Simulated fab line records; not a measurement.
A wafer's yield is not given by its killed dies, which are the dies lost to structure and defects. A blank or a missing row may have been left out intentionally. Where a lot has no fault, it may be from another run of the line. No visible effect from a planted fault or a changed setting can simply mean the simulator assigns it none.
Matching of chambers | flow gf180mcu | rie_diel-02 running GF_SAB_ETCH_11: 4 sister chambers
The step etches SiO2 in C4F8/O2/Ar, target depth 55 nm, time 8.5 s. 4 wafers are shown with their chamber, then 7 later ones without.

== WAFERS WITH THEIR CHAMBER ==
wafer  | chamber | bias_w (W)
L080.2 | 1       | 1202
L081.4 | 0       | 1202
L090.1 | 3       | 1206
L090.2 | 2       | 1197

== WAFERS WHOSE CHAMBER IS MISSING ==
wafer  | bias_w (W)
L090.3 | 1201
L092.4 | 1199
L092.5 | 1197
L092.6 | 1190
L093.1 | 1203
L093.2 | 1203
L093.3 | 1199

== THE CHAMBER EACH PASSED THROUGH ==
wafer  | from the rows above               | in truth
L090.3 | can't be placed: 0 or 1 or 2 or 3 | 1
L092.4 | can't be placed: 2 or 0 or 1 or 3 | 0
L092.5 | can't be placed: 2 or 0 or 1      | 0
L092.6 | can't be placed: 2 or 0 or 1      | 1
L093.1 | can't be placed: 0 or 1 or 3 or 2 | 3
L093.2 | can't be placed: 0 or 1 or 3 or 2 | 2
L093.3 | can't be placed: 2 or 0 or 1 or 3 | 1
Placed correctly: 0 of 7. From these rows, 7 cannot be placed; in 7 the true chamber is one of the candidates. 0 placed wrongly.
How it was worked out, from the rows above alone: a wafer's distance from a chamber is the root of the sum, over the readings, of the square of ((its reading less the chamber's mean) divided by the reading's scatter). The wafer belongs to the nearest chamber; if the next one is less than 2 further off, it can't be placed. The mean given for a chamber averages the wafers shown for that chamber. The scatter: root of mean squared gap, hidden wafer to nearest shown wafer, with one shown wafer a chamber.
